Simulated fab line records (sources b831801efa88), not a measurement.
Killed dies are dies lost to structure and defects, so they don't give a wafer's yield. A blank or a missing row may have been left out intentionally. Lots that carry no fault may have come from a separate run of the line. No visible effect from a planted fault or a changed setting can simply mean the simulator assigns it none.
One fault through the eyes of 2 desks	flow gf180mcu	what lay behind the numbers comes last; until then each desk has only its own

FROM THE METROLOGY DESK
Lot by lot, what the gauges showed, no matter which tool ran the lot: averages of those sampled wafers that carry a number. A lot is out of limits, marked OUT, if its mean lies more than 4 standard deviations from the usual mean; the brackets give that distance.
Columns: A = HV_LDD_OVL at GF_HV_LDD_OVL_MEAS_08, usual -0.1 nm; B = cd nm at GF_CONTACT_CD_MEAS_14, usual 219.8 nm
lot	first seen here	A	B
L775	day 10 10:53	0.9	220.4
L776	day 10 16:04	-1.0	221.3
L777	day 11 03:57	-0.1	221.0
L778	day 11 11:02	-1.1	222.4
L779	day 12 03:57	0.4	219.7
L780	day 12 07:07	-2.6	221.4
L782	day 12 16:41	1.2	218.4
L783	day 13 05:54	-1.7	221.3
L785	day 13 13:37	1.3	217.3
L787	day 13 23:07	-1.0	218.5
L794	day 16 06:23	-0.3	219.2
L795	day 16 11:19	-0.1	221.3
L796	day 16 22:13	0.5	219.7
L797	day 17 05:08	-0.9	220.6
This desk found nothing out of limits on any of the 14 lots.

TOOL OWNER'S DESK, implanter-02
The tool's own readings at GF_HV_LDD_IMPLANT_33: means of the sampled wafers that have a number, for each lot that ran on this tool. A lot is out of limits, marked OUT, if its mean lies more than 4 standard deviations from the usual mean; the brackets give that distance.
Columns: A = rotation deg at GF_HV_LDD_IMPLANT_33, usual 0.007 degrees
lot	first seen here	A
L776	day 12 06:00	-0.002
L783	day 15 01:07	0.003
L785	day 15 08:02	-55.528 (-99 or more) OUT
L787	day 15 17:13	-55.524 (-99 or more) OUT
L796	day 18 21:50	-0.004
L797	day 19 05:39	0.001
This desk's verdict: out of limits on L785, L787, starting with L785 at day 15 08:02 (rotation deg at GF_HV_LDD_IMPLANT_33). L776, L783, L796, L797 stayed within limits.

ALL TOGETHER
At day 15 08:02, on L785, L787, the tool owner's desk was in a position to raise an alarm.
Nothing out of limits was seen by the metrology desk.
The metrology desk holds a record of L785, L787, inside its limits.
All the named lots went through GF_HV_LDD_IMPLANT_33 on implanter-02.

WHAT THE SIMULATOR PUT IN
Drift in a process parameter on implanter-02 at GF_HV_LDD_IMPLANT_33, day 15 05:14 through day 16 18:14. A move of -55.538 in setting rotation deg, from 0. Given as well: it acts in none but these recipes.
Lots struck among those shown: L785, L787.
Time in hours from fault onset to the first out-of-limits reading at each desk: the tool owner's desk, 3.
